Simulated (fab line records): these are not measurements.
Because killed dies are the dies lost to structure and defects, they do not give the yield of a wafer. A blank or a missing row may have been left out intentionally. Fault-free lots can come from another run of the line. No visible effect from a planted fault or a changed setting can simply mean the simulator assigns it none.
fab line records	flow sky130
[record] lots = 12	wafers = 36	last-day = 51
route steps=708 shown FIELD_ISO@14 NWELL@79 PAD_OPEN@708
lots untouched by any fault: they come from a run of this same line in which no faults occurred
start-h: hours from the record's opening day to when the first of the lot's shown wafers began	wait-h: how many hours have passed since the lot's step before this one	" identical to the entry in the row above	L1.1+2: one row covering several wafers at once	- value missing, or start not given	* or withheld: withheld	< > ~ a bound
route shown NAME@n: names a module that has steps shown in the file, with the first one's number in the route	usual: mean and standard deviation over wafers with no fault	same: alike in all rows	chamber/n: place in a boat	sites: readings site by site	_std_site: the values' standard deviation	_edge_site: the outer-site mean with the inner-site mean subtracted	radius-mm: how far each site lies from the wafer's centre	mask NAME#n: copy n	behind: the last tool/chamber to shape the wafer	hold: what put the lot on hold/how long, in hours/how the hold closed	device: names the non-switching transistor (n, p or np)	end of line: tests run on the same wafers once the route is complete	step lacking rows: just its recipe	killed: the dies lost at the first sort to structure and to defects; this is not the yield of the wafer	map: dies across one wafer; x = killed, . = not, _ = none there
set.NAME: setting as actually run; set.NAME@STEP: the setting as run at that earlier step	model.NAME: the simulator's own value behind a step, which no gauge read
a sample of lots followed through the steps of the route, with each step as a table and each wafer as a row
services: when a tool's chamber went out of use (start-h, in hours from the record's first day, below 0 if earlier), for how many hours, and the reason
[[steps]]
[step SKY_FIELD_ISO_CD_MEAS_13]
[recipe] target-cd-nm = 150
[usual] cd-nm = 149.6/1.3
lot.wafer	tool	chamber	start-h	wait-h	cd-nm
L695.2	cd-sem-02	-	30.71	-	152.3
L695.5	"	-	"	"	151.3
L695.6	"	-	"	"	149.3
L697.1	cd-sem-02	-	39.31	-	151.3
L697.5	"	-	"	"	148.8
L697.6	"	-	"	"	148.7
L696.1	cd-sem-01	-	39.61	-	151.0
L696.3	"	-	"	"	149.6
L696.5	"	-	"	"	150.5
L698.3	cd-sem-01	-	45.78	-	150.8
L698.5	"	-	"	"	151.7
L698.6	"	-	"	"	150.1
L699.1	cd-sem-02	-	50.59	-	149.3
L699.4	"	-	"	"	150.6
L699.5	"	-	"	"	147.9
L700.1	cd-sem-02	-	54.76	-	149.8
L700.2	"	-	"	"	149.8
L700.3	"	-	"	"	150.5
L701.1	cd-sem-02	-	60.34	-	152.3
L701.3	"	-	"	"	151.9
L701.4	"	-	"	"	151.8
L705.3	cd-sem-01	-	86.53	-	148.2
L705.4	"	-	"	"	148.1
L705.5	"	-	"	"	148.1
L711.1	cd-sem-01	-	112.01	-	148.6
L711.2	"	-	"	"	148.3
L711.3	"	-	"	"	148.9
L715.2	cd-sem-02	-	133.73	-	151.4
L715.3	"	-	"	"	150.6
L715.6	"	-	"	"	149.2
L716.2	cd-sem-02	-	138.21	-	149.1
L716.3	"	-	"	"	148.5
L716.6	"	-	"	"	148.3
L718.1	cd-sem-02	-	150.11	-	150.9
L718.3	"	-	"	"	150.1
L718.5	"	-	"	"	152.1
[step SKY_FIELD_ISO_ETCH_14]
[recipe] chemistry = N2/H2	target = BARC	ion-energy-ev = 200	source-w = 500	bias-w = 100	pressure-mtorr = 30	n2-flow-sccm = 100	h2-flow-sccm = 200	stop-on = SiO2	time-s = 45.9	target-depth-a = 600
[usual] drypump-motor-current-A = 5.8/0.49	oes-product-au = 0.855/0.0045	throttle-valve-pct = 13.224/0.009
lot.wafer	tool	chamber	start-h	wait-h	drypump-motor-current-A	oes-product-au	rf-hours-counter-h	throttle-valve-pct
L695.2	rie-diel-02	2	30.81	0.1	5.8	0.852	2	13.239
L695.5	"	2	"	"	5.8	0.851	-	13.215
L695.6	"	3	"	"	5.4	0.854	-	13.237
L697.1	rie-diel-02	3	39.43	0.1	5.4	0.855	110	13.234
L697.5	"	2	"	"	5.9	0.862	-	13.213
L697.6	"	1	"	"	5.5	0.859	-	13.228
L696.1	rie-diel-01	3	39.73	0.1	5.5	0.851	39	13.232
L696.3	"	1	"	"	6.1	0.858	4	13.211
L696.5	"	3	"	"	5.5	0.850	-	13.231
L698.3	rie-diel-03	3	45.86	0.1	5.0	0.861	123	13.230
L698.5	"	3	"	"	5.0	0.856	-	13.209
L698.6	"	1	"	"	6.2	0.854	-	13.221
L699.1	rie-diel-02	0	50.71	0.1	6.5	0.861	7	13.224
L699.4	"	1	"	"	5.5	0.851	88	13.217
L699.5	"	0	"	"	6.5	0.859	-	13.218
L700.1	rie-diel-02	2	54.88	0.1	5.9	0.856	2	13.225
L700.2	"	3	"	"	5.4	0.862	111	13.222
L700.3	"	1	"	"	5.4	0.847	88	13.229
L701.1	rie-diel-02	2	60.46	0.1	5.9	0.857	2	13.236
L701.3	"	0	"	"	6.5	0.854	8	13.214
L701.4	"	1	"	"	5.5	0.858	88	13.227
L705.3	rie-diel-02	2	86.61	0.1	5.9	0.831	3	13.214
L705.4	"	1	"	"	5.5	0.851	89	13.226
L705.5	"	0	"	"	6.5	0.829	-	13.222
L711.1	rie-diel-02	1	112.13	0.1	5.5	0.858	90	13.204
L711.2	"	3	"	"	5.4	0.854	112	13.215
L711.3	"	0	"	"	6.5	0.832	9	13.219
L715.2	rie-diel-01	2	133.83	0.1	6.3	0.855	145	13.231
L715.3	"	0	"	"	5.7	0.856	130	13.223
L715.6	"	1	"	"	6.0	0.854	-	13.229
L716.2	rie-diel-03	1	138.31	0.1	6.3	0.859	7	13.227
L716.3	"	3	"	"	4.9	0.859	124	13.218
L716.6	"	2	"	"	5.9	0.860	-	13.219
L718.1	rie-diel-03	3	150.23	0.1	5.0	0.859	125	13.232
L718.3	"	0	"	"	6.8	0.857	105	13.217
L718.5	"	0	"	"	6.8	0.852	-	13.235
[step SKY_FIELD_ISO_STRIP_16]
[recipe] chemistry = O2/N2	power-w = 1400	pressure-mtorr = 1500	platen-temp-c = withheld	o2-flow-sccm = 3000	n2-flow-sccm = 300	overash-fraction = 0.5
[usual] drypump-motor-current-A = 5.5/0.38	o2-flow-sccm = 3000/9.6	oes-product-au = 0.378/0.0042	strip-time-to-endpoint-s = 3.553/0.026
[same] overash-fraction = 0.5
lot.wafer	tool	chamber	start-h	wait-h	drypump-motor-current-A	o2-flow-sccm	oes-product-au	rf-hours-counter-h	strip-time-to-endpoint-s
L695.2	plasma-asher-03	0	30.96	0.1	5.4	3015	0.380	34	3.557
L695.5	"	1	"	"	5.2	2991	0.383	-	3.579
L695.6	"	0	"	"	5.4	3018	0.381	-	3.535
L697.1	plasma-asher-04	1	39.53	0.0	6.1	2974	0.389	21	3.550
L697.5	"	1	"	"	6.1	2991	0.374	-	3.562
L697.6	"	0	"	"	5.3	3010	0.380	-	3.567
L696.1	plasma-asher-01	0	39.83	0.0	6.0	3002	0.374	38	3.536
L696.3	"	0	"	"	6.0	2991	0.381	-	3.548
L696.5	"	0	"	"	6.0	2995	0.383	-	3.542
L698.3	plasma-asher-03	0	45.99	0.1	5.4	3006	0.378	-	3.570
L698.5	"	1	"	"	5.2	2994	0.380	-	3.541
L698.6	"	0	"	"	5.4	2996	0.376	-	3.591
L699.1	plasma-asher-01	1	50.81	0.0	5.1	3005	0.385	39	3.527
L699.4	"	1	"	"	5.1	2980	0.379	-	3.520
L699.5	"	0	"	"	6.0	3005	0.381	-	3.529
L700.1	plasma-asher-03	1	54.98	0.0	5.2	2996	0.377	37	3.568
L700.2	"	0	"	"	5.5	2991	0.374	37	3.580
L700.3	"	1	"	"	5.2	3003	0.381	-	3.592
L701.1	plasma-asher-03	1	60.56	0.0	5.2	3001	0.382	37	3.609
L701.3	"	1	"	"	5.2	2998	0.373	-	3.577
L701.4	"	0	"	"	5.5	2986	0.385	-	3.559
L705.3	plasma-asher-04	0	86.74	0.1	5.3	2983	0.377	-	3.691
L705.4	"	1	"	"	6.1	3010	0.375	-	3.521
L705.5	"	0	"	"	5.2	3001	0.387	-	3.662
L711.1	plasma-asher-01	0	112.23	0.0	6.0	3003	0.380	45	3.544
L711.2	"	1	"	"	5.1	3001	0.385	45	3.473
L711.3	"	1	"	"	5.1	3002	0.377	-	3.630
L715.2	plasma-asher-01	0	133.93	0.0	6.0	3007	0.370	48	3.534
L715.3	"	0	"	"	5.9	3011	0.370	-	3.539
L715.6	"	1	"	"	5.1	2998	0.373	-	3.531
L716.2	plasma-asher-03	0	138.41	0.0	5.5	3001	0.378	45	3.563
L716.3	"	0	"	"	5.4	3005	0.379	-	3.562
L716.6	"	1	"	"	5.2	2986	0.378	-	3.548
L718.1	plasma-asher-04	1	150.33	0.0	6.1	3009	0.386	32	3.564
L718.3	"	1	"	"	6.1	2999	0.382	-	3.587
L718.5	"	0	"	"	5.2	2994	0.376	-	3.619
[step SKY_NWELL_TW_MEAS_26]
[usual] NWELL_2_TW = 498/5.2
lot.wafer	tool	chamber	start-h	wait-h	NWELL_2_TW
L695.2	film-metro-02	-	108.14	0.1	503
L695.5	"	-	"	"	502
L695.6	"	-	"	"	503
L697.1	film-metro-02	-	118.18	0.1	504
L697.5	"	-	"	"	502
L697.6	"	-	"	"	503
L696.1	film-metro-02	-	120.06	0.1	505
L696.3	"	-	"	"	506
L696.5	"	-	"	"	502
L698.3	film-metro-02	-	126.72	0.1	502
L698.5	"	-	"	"	505
L698.6	"	-	"	"	502
L699.1	film-metro-02	-	134.13	0.1	506
L699.4	"	-	"	"	504
L699.5	"	-	"	"	504
L700.1	film-metro-04	-	137.48	0.1	496
L700.2	"	-	"	"	495
L700.3	"	-	"	"	497
L701.1	film-metro-02	-	143.45	0.1	504
L701.3	"	-	"	"	501
L701.4	"	-	"	"	506
L705.3	film-metro-02	-	171.12	0.1	499
L705.4	"	-	"	"	505
L705.5	"	-	"	"	501
L711.1	film-metro-04	-	205.10	0.1	495
L711.2	"	-	"	"	498
L711.3	"	-	"	"	495
L715.2	film-metro-01	-	229.82	0.1	491
L715.3	"	-	"	"	494
L715.6	"	-	"	"	492
L716.2	film-metro-01	-	238.02	0.1	494
L716.3	"	-	"	"	494
L716.6	"	-	"	"	494
L718.1	film-metro-01	-	249.63	0.1	496
L718.3	"	-	"	"	496
L718.5	"	-	"	"	494
[step SKY_NWELL_RTA_28]
[recipe] temp-c = 1050	time-s = 30	idle-temp-c = 650	ramp-up-c-per-s = 150	ramp-down-c-per-s = 90	ambient = N2
[usual] chamber-o2-ppm = 2.000/0.022	lamp-power-pct = 25.30/0.054	wafer_temp_C_max = 1054.9/0.91
lot.wafer	tool	chamber	start-h	wait-h	chamber-o2-ppm	lamp-power-pct	wafer_temp_C_max
L695.2	rtp-anneal-02	0	108.26	0.0	1.986	25.33	1055.1
L695.5	"	0	"	"	1.972	25.41	1054.8
L695.6	"	0	"	"	1.967	25.37	1055.0
L697.1	rtp-anneal-01	0	118.29	0.0	2.014	25.26	1053.6
L697.5	"	0	"	"	2.027	25.28	1054.3
L697.6	"	0	"	"	2.012	25.28	1054.7
L696.1	rtp-anneal-02	0	120.17	0.0	2.000	25.29	1054.7
L696.3	"	0	"	"	1.974	25.23	1054.7
L696.5	"	0	"	"	1.981	25.27	1055.7
L698.3	rtp-anneal-02	0	126.84	0.0	2.016	25.32	1055.5
L698.5	"	0	"	"	2.005	25.40	1054.0
L698.6	"	0	"	"	2.008	25.31	1055.4
L699.1	rtp-anneal-01	0	134.24	0.0	2.002	25.29	1055.6
L699.4	"	0	"	"	1.982	25.37	1054.2
L699.5	"	0	"	"	1.989	25.31	1056.3
L700.1	rtp-anneal-02	0	137.59	0.0	1.966	25.38	1056.2
L700.2	"	0	"	"	1.992	25.38	1055.0
L700.3	"	0	"	"	1.965	25.30	1053.5
L701.1	rtp-anneal-01	0	143.56	0.0	2.038	25.22	1054.3
L701.3	"	0	"	"	2.011	25.24	1055.4
L701.4	"	0	"	"	2.019	25.33	1055.5
L705.3	rtp-anneal-02	0	171.24	0.0	1.959	25.34	1054.4
L705.4	"	0	"	"	2.007	25.24	1057.2
L705.5	"	0	"	"	2.005	25.36	1054.4
L711.1	rtp-anneal-02	0	205.21	0.0	2.035	25.28	1054.6
L711.2	"	0	"	"	2.033	25.32	1053.3
L711.3	"	0	"	"	1.993	25.35	1054.1
L715.2	rtp-anneal-02	0	229.94	0.0	1.996	25.23	1056.0
L715.3	"	0	"	"	2.021	25.31	1055.3
L715.6	"	0	"	"	1.995	25.25	1055.1
L716.2	rtp-anneal-01	0	238.13	0.0	2.026	25.32	1053.8
L716.3	"	0	"	"	2.022	25.27	1055.9
L716.6	"	0	"	"	1.990	25.30	1054.2
L718.1	rtp-anneal-02	0	249.74	0.0	1.969	25.35	1055.9
L718.3	"	0	"	"	1.984	25.37	1055.2
L718.5	"	0	"	"	1.937	25.23	1055.3
[step SKY_PAD_OPEN_PROBE_99]
[usual] killed_at_M0_to_M3 = 43/6.9	killed_at_M4_up = 3.2/1.6	killed-at-contacts = 25/5.1	killed-at-front-end = 16/4.5	killed-at-other = 0.3/0.68	killed-dies = 87/8.9	killed-open = 48/6.9	killed-short = 39/6.3
[same] gross-dies = 492	killed-at-back-side = 0
lot.wafer	tool	chamber	start-h	wait-h	killed_at_M0_to_M3	killed_at_M4_up	killed-at-contacts	killed-at-front-end	killed-at-other	killed-dies	killed-open	killed-short
L695.2	prober-01	-	1105.53	0.1	53	2	20	12	0	87	57	30
L695.5	prober-01	-	1105.68	0.2	36	3	17	13	0	69	36	33
L695.6	prober-01	-	1105.73	0.2	40	4	18	15	0	77	41	36
L696.1	prober-02	-	1114.58	0.1	39	3	31	6	0	79	43	36
L696.3	prober-02	-	1114.68	0.2	36	4	24	26	1	91	43	48
L696.5	prober-02	-	1114.78	0.2	40	2	26	22	0	90	45	45
L697.1	prober-01	-	1114.75	0.1	45	4	24	21	0	94	52	42
L697.5	prober-01	-	1114.95	0.2	33	7	24	21	0	85	42	42
L697.6	prober-01	-	1115.00	0.2	42	3	21	15	0	81	53	28
L698.3	prober-02	-	1119.64	0.2	33	2	30	14	0	79	37	42
L698.5	prober-02	-	1119.74	0.2	38	2	17	15	0	72	47	25
L698.6	prober-02	-	1119.79	0.2	54	3	22	15	1	95	45	50
L699.1	prober-01	-	1128.53	0.1	55	1	31	18	0	105	59	46
L699.4	prober-01	-	1128.68	0.2	42	3	22	11	1	79	44	35
L699.5	prober-01	-	1128.73	0.2	50	2	23	12	0	87	53	34
L700.1	prober-01	-	1128.88	0.1	40	2	22	19	3	86	45	41
L700.2	prober-01	-	1128.93	0.1	39	1	29	22	0	91	54	37
L700.3	prober-01	-	1128.98	0.2	49	1	23	22	1	96	53	43
L701.1	prober-02	-	1131.57	0.1	40	2	32	14	0	88	42	45
L701.3	prober-02	-	1131.67	0.2	26	3	28	11	1	69	35	33
L701.4	prober-02	-	1131.72	0.2	63	4	27	16	0	110	68	41
L705.3	prober-02	-	1159.24	0.2	40	4	28	32	0	104	54	36
L705.4	prober-02	-	1159.29	0.2	35	2	21	12	1	71	40	30
L705.5	prober-02	-	1159.34	0.2	43	4	26	38	0	111	44	43
L711.1	prober-02	-	1190.78	0.1	46	2	18	16	0	82	39	43
L711.2	prober-02	-	1190.83	0.1	33	3	22	18	0	76	39	37
L711.3	prober-02	-	1190.88	0.2	42	4	24	22	0	92	43	35
L715.2	prober-01	-	1204.54	0.1	31	3	17	17	0	68	30	38
L715.3	prober-01	-	1204.59	0.2	42	5	30	21	0	98	49	49
L715.6	prober-01	-	1204.74	0.2	36	4	21	19	0	80	37	43
L716.2	prober-01	-	1212.70	0.1	46	1	23	14	2	86	43	43
L716.3	prober-01	-	1212.75	0.2	50	2	15	16	2	85	49	35
L716.6	prober-01	-	1212.90	0.2	36	3	28	15	2	84	47	37
L718.1	prober-01	-	1220.72	0.1	43	2	20	8	0	73	43	29
L718.3	prober-01	-	1220.82	0.2	51	3	22	12	0	88	46	42
L718.5	prober-01	-	1220.92	0.2	48	2	22	20	0	92	58	33
// killed by level:class
L695.2 CONTACT:geometric-particle:open=11 VIA1:geometric-particle:open=10 VIA3:geometric-particle:open=9 VIA2:geometric-particle:open=9 POLY_GATE:geometric-particle:open=6 METAL2:geometric-particle:short=6 LI_CONTACT:geometric-particle:open=6 VIA1:geometric-particle:short=5
L695.5 VIA1:geometric-particle:open=7 METAL2:geometric-particle:short=7 LI_CONTACT:geometric-particle:open=6 CONTACT:geometric-particle:open=6 VIA3:geometric-particle:open=5 FIELD_ISO:geometric-particle:short=4 METAL1:geometric-particle:short=4 CONTACT:geometric-particle:short=4
L695.6 VIA1:geometric-particle:open=9 VIA3:geometric-particle:open=9 CONTACT:geometric-particle:open=7 METAL2:geometric-particle:short=7 FIELD_ISO:geometric-particle:short=6 LI_CONTACT:geometric-particle:open=6 METAL1:geometric-particle:short=6 POLY_GATE:geometric-particle:short=4
L696.1 LI_CONTACT:geometric-particle:open=9 CONTACT:geometric-particle:open=9 VIA2:geometric-particle:open=9 VIA1:geometric-particle:short=6 VIA1:geometric-particle:open=6 LOCAL_INTERCONNECT:geometric-particle:short=5 VIA3:geometric-particle:open=5 CONTACT:geometric-particle:short=4
L696.3 CONTACT:geometric-particle:open=9 METAL2:geometric-particle:short=7 LI_CONTACT:geometric-particle:open=7 VIA1:geometric-particle:open=7 POLY_GATE:geometric-particle:open=6 POLY_GATE:geometric-particle:short=5 CONTACT:geometric-particle:short=5 VIA3:geometric-particle:open=5
L697.1 VIA1:geometric-particle:open=12 CONTACT:geometric-particle:open=10 LI_CONTACT:geometric-particle:open=8 FIELD_ISO:geometric-particle:short=7 METAL1:geometric-particle:short=7 VIA2:geometric-particle:open=6 CONTACT:geometric-particle:short=5 METAL2:geometric-particle:short=5
L696.5 CONTACT:geometric-particle:open=11 VIA2:geometric-particle:open=9 POLY_GATE:geometric-particle:short=8 VIA3:geometric-particle:open=7 VIA1:geometric-particle:open=7 CONTACT:geometric-particle:short=6 FIELD_ISO:geometric-particle:short=5 LI_CONTACT:geometric-particle:open=4
L697.5 CONTACT:geometric-particle:open=12 VIA2:geometric-particle:open=7 VIA1:geometric-particle:short=7 FIELD_ISO:geometric-particle:open=6 POLY_GATE:geometric-particle:short=6 METAL1:geometric-particle:short=5 CONTACT:geometric-particle:short=4 METAL4:geometric-particle:short=4
L697.6 VIA1:geometric-particle:open=18 CONTACT:geometric-particle:open=9 VIA3:geometric-particle:open=6 FIELD_ISO:geometric-particle:short=5 CONTACT:geometric-particle:short=5 VIA3:geometric-particle:short=5 VIA2:geometric-particle:open=5 POLY_GATE:geometric-particle:open=4
L698.3 CONTACT:geometric-particle:open=11 METAL1:geometric-particle:short=8 LOCAL_INTERCONNECT:geometric-particle:short=7 CONTACT:geometric-particle:short=6 LI_CONTACT:geometric-particle:open=6 VIA2:geometric-particle:open=5 VIA3:geometric-particle:open=5 POLY_GATE:geometric-particle:open=4
L698.5 VIA1:geometric-particle:open=11 VIA3:geometric-particle:open=8 CONTACT:geometric-particle:open=6 VIA2:geometric-particle:open=6 LI_CONTACT:geometric-particle:open=5 POLY_GATE:geometric-particle:open=4 FIELD_ISO:geometric-particle:short=3 FIELD_ISO:geometric-particle:open=3
L698.6 VIA1:geometric-particle:open=11 VIA2:geometric-particle:open=10 VIA1:geometric-particle:short=9 CONTACT:geometric-particle:open=7 FIELD_ISO:geometric-particle:short=6 METAL2:geometric-particle:short=6 CONTACT:geometric-particle:short=4 LOCAL_INTERCONNECT:geometric-particle:short=4
L699.1 METAL2:geometric-particle:short=11 VIA1:geometric-particle:open=11 CONTACT:geometric-particle:open=10 LI_CONTACT:geometric-particle:open=10 VIA3:geometric-particle:open=9 POLY_GATE:geometric-particle:open=6 VIA2:geometric-particle:open=6 LI_CONTACT:geometric-particle:short=5
L699.4 VIA1:geometric-particle:open=9 VIA2:geometric-particle:open=8 CONTACT:geometric-particle:short=7 CONTACT:geometric-particle:open=6 METAL1:geometric-particle:short=6 LI_CONTACT:geometric-particle:open=5 METAL2:geometric-particle:short=5 FIELD_ISO:geometric-particle:open=3
L699.5 VIA2:geometric-particle:open=11 LI_CONTACT:geometric-particle:open=8 CONTACT:geometric-particle:open=8 VIA1:geometric-particle:open=8 METAL2:geometric-particle:short=8 VIA3:geometric-particle:open=7 FIELD_ISO:geometric-particle:open=5 CONTACT:geometric-particle:short=5
L700.1 VIA2:geometric-particle:open=8 VIA1:geometric-particle:open=8 CONTACT:geometric-particle:open=7 POLY_GATE:geometric-particle:open=6 LI_CONTACT:geometric-particle:open=6 METAL2:geometric-particle:short=6 POLY_GATE:geometric-particle:short=4 LOCAL_INTERCONNECT:geometric-particle:short=4
L700.2 CONTACT:geometric-particle:open=14 VIA1:geometric-particle:open=10 LI_CONTACT:geometric-particle:open=9 FIELD_ISO:geometric-particle:short=7 VIA3:geometric-particle:open=7 VIA3:geometric-particle:short=5 VIA2:geometric-particle:open=4 VIA2:geometric-particle:short=4
L700.3 VIA1:geometric-particle:open=15 LI_CONTACT:geometric-particle:open=9 CONTACT:geometric-particle:open=9 VIA1:geometric-particle:short=8 FIELD_ISO:geometric-particle:short=7 METAL2:geometric-particle:short=7 VIA2:geometric-particle:open=7 POLY_GATE:geometric-particle:open=5
L701.1 LI_CONTACT:geometric-particle:open=9 CONTACT:geometric-particle:open=9 METAL1:geometric-particle:short=6 VIA1:geometric-particle:short=6 VIA1:geometric-particle:open=6 CONTACT:geometric-particle:short=5 VIA3:geometric-particle:open=5 POLY_GATE:geometric-particle:short=4
L701.3 VIA1:geometric-particle:open=9 LI_CONTACT:geometric-particle:open=8 LOCAL_INTERCONNECT:geometric-particle:short=7 POLY_GATE:geometric-particle:short=6 CONTACT:geometric-particle:open=6 CONTACT:geometric-particle:short=6 VIA3:geometric-particle:open=5 FIELD_ISO:geometric-particle:open=3
L701.4 VIA3:geometric-particle:open=13 VIA1:geometric-particle:open=12 CONTACT:geometric-particle:open=11 METAL1:geometric-particle:short=8 LI_CONTACT:geometric-particle:open=7 VIA2:geometric-particle:open=6 METAL2:geometric-particle:short=5 POLY_GATE:geometric-particle:open=4
L705.3 VIA1:geometric-particle:open=18 FIELD_ISO:area-etch=14 LI_CONTACT:geometric-particle:open=10 FIELD_ISO:geometric-particle:short=8 CONTACT:geometric-particle:open=7 VIA3:geometric-particle:open=7 CONTACT:geometric-particle:short=6 METAL2:geometric-particle:short=4
L705.4 VIA1:geometric-particle:open=12 CONTACT:geometric-particle:open=8 VIA3:geometric-particle:open=7 METAL1:geometric-particle:short=6 VIA1:geometric-particle:short=5 LI_CONTACT:geometric-particle:open=4 LI_CONTACT:geometric-particle:short=3 LOCAL_INTERCONNECT:geometric-particle:short=3
L705.5 FIELD_ISO:area-etch=24 CONTACT:geometric-particle:open=11 VIA1:geometric-particle:open=10 VIA1:geometric-particle:short=8 METAL2:geometric-particle:short=8 LI_CONTACT:geometric-particle:open=7 POLY_GATE:geometric-particle:short=4 CONTACT:geometric-particle:short=4
L711.1 METAL2:geometric-particle:short=8 VIA3:geometric-particle:open=8 VIA2:geometric-particle:open=7 VIA2:geometric-particle:short=7 CONTACT:geometric-particle:open=6 VIA1:geometric-particle:open=5 LI_CONTACT:geometric-particle:short=4 FIELD_ISO:geometric-particle:open=3
L711.2 VIA3:geometric-particle:open=9 FIELD_ISO:geometric-particle:open=6 LI_CONTACT:geometric-particle:open=5 LOCAL_INTERCONNECT:geometric-particle:short=5 VIA1:geometric-particle:open=5 VIA2:geometric-particle:open=5 FIELD_ISO:geometric-particle:short=4 CONTACT:geometric-particle:short=4
L711.3 FIELD_ISO:area-etch=14 CONTACT:geometric-particle:open=10 VIA2:geometric-particle:open=8 VIA1:geometric-particle:open=7 VIA3:geometric-particle:open=7 FIELD_ISO:geometric-particle:short=5 LI_CONTACT:geometric-particle:open=5 METAL1:geometric-particle:open=4
L715.2 POLY_GATE:geometric-particle:short=6 VIA1:geometric-particle:open=5 METAL2:geometric-particle:short=5 POLY_GATE:geometric-particle:open=4 CONTACT:geometric-particle:short=4 CONTACT:geometric-particle:open=4 VIA2:geometric-particle:open=4 LI_CONTACT:geometric-particle:open=3
L715.3 CONTACT:geometric-particle:open=14 FIELD_ISO:geometric-particle:open=7 FIELD_ISO:geometric-particle:short=6 LI_CONTACT:geometric-particle:open=6 CONTACT:geometric-particle:short=6 METAL1:geometric-particle:short=6 VIA1:geometric-particle:open=6 METAL2:geometric-particle:short=6
L715.6 FIELD_ISO:geometric-particle:open=9 CONTACT:geometric-particle:open=6 VIA1:geometric-particle:short=5 VIA3:geometric-particle:open=5 FIELD_ISO:geometric-particle:short=4 LOCAL_INTERCONNECT:geometric-particle:short=4 CONTACT:geometric-particle:short=4 METAL1:geometric-particle:short=4
L716.2 VIA1:geometric-particle:open=8 CONTACT:geometric-particle:open=8 LI_CONTACT:geometric-particle:open=7 FIELD_ISO:geometric-particle:open=6 CONTACT:geometric-particle:short=6 VIA2:geometric-particle:open=6 VIA1:geometric-particle:short=5 METAL1:geometric-particle:short=5
L716.3 VIA1:geometric-particle:open=13 METAL2:geometric-particle:short=10 VIA3:geometric-particle:open=9 VIA2:geometric-particle:open=6 FIELD_ISO:geometric-particle:short=4 LI_CONTACT:geometric-particle:open=4 CONTACT:geometric-particle:open=4 VIA1:geometric-particle:short=4
L716.6 CONTACT:geometric-particle:open=9 VIA1:geometric-particle:open=9 VIA3:geometric-particle:open=7 FIELD_ISO:geometric-particle:open=6 CONTACT:geometric-particle:short=6 VIA1:geometric-particle:short=6 VIA2:geometric-particle:open=4 LI_CONTACT:geometric-particle:short=4
L718.1 VIA1:geometric-particle:open=10 VIA2:geometric-particle:open=7 METAL2:geometric-particle:short=6 CONTACT:geometric-particle:short=6 CONTACT:geometric-particle:open=6 VIA3:geometric-particle:open=5 VIA1:geometric-particle:short=4 METAL2:geometric-particle:open=4
L718.3 VIA1:geometric-particle:open=11 CONTACT:geometric-particle:open=9 VIA2:geometric-particle:open=9 METAL1:geometric-particle:short=7 VIA1:geometric-particle:short=7 CONTACT:geometric-particle:short=5 METAL2:geometric-particle:short=5 VIA3:geometric-particle:open=5
L718.5 VIA1:geometric-particle:open=15 LI_CONTACT:geometric-particle:open=9 VIA3:geometric-particle:open=8 FIELD_ISO:geometric-particle:open=6 METAL1:geometric-particle:short=6 POLY_GATE:geometric-particle:open=5 CONTACT:geometric-particle:open=5 VIA3:geometric-particle:short=5
[[services]]
tool	chamber	start-h	hours	kind
rie-diel-01	0	23.71	8.1	repair
rie-diel-02	0	29.56	8.8	repair
rtp-anneal-02	-	34.26	5.5	repair
rie-diel-03	2	44.60	6.8	repair
rie-diel-01	0	51.84	5.4	repair
plasma-asher-03	-	53.70	0.5	repair
plasma-asher-04	-	67.40	2.8	pm
plasma-asher-03	-	71.95	1.6	repair
rie-diel-03	3	73.64	7.1	repair
rie-diel-03	-	102.97	15.6	pm
rie-diel-03	-	122.10	0.5	repair
plasma-asher-04	-	133.93	1.1	repair
rie-diel-03	1	146.08	76.0	repair
rie-diel-01	2	168.60	5.3	repair
rie-diel-03	3	173.62	2.4	repair
rie-diel-02	0	178.16	3.5	repair
rie-diel-02	-	187.90	2.8	pm
rie-diel-01	-	192.41	2.3	repair
rie-diel-01	2	194.75	-	clean
rie-diel-01	2	194.75	16.2	scheduled-down
rie-diel-01	2	194.75	16.2	vent-cycle
rie-diel-02	2	226.04	5.9	repair
[[key]]
[first-sign] step = SKY_FIELD_ISO_ETCH_14	reading = oes-product-au	direction = down	sigmas = 5.5	usual = 0.855	struck = 0.830
[effect] step = SKY_FIELD_ISO_STRIP_16	reading = strip-time-to-endpoint-s	direction = up	sigmas = 4.2	usual = *	struck = *
[effect] step = SKY_PAD_OPEN_PROBE_99	reading = killed-at-front-end	direction = up	sigmas = 3.4	usual = 16	struck = 31
[more-kills-born-at] SKY_FIELD_ISO_ETCH_14@rie-diel-02 = 52
met-at SKY_FIELD_ISO_ETCH_14
struck-lots L705,L711
struck-wafers L705.3,L705.5,L711.3
tester-left-out L705,L711
not-acting-at SKY_FIELD_ISO_CD_MEAS_13,SKY_NWELL_TW_MEAS_26,SKY_NWELL_RTA_28
onset-between 60.46 86.61
[fault] kind = process-parameter-drift	tool = rie-diel-02	chamber = -	onset-h = 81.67	steps = SKY_FIELD_ISO_ETCH_14	channel = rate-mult	offset = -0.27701	shape = step	end-h = 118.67	scope = struck-wafers-only
// tester-left-out: of these lots the tester's yield and bins aren't shown, on N5 and GAA mostly nor the transistor test; their killed dies are dies lost to structure and defects alone, not to doping, threshold or leakage, so they don't give the yield
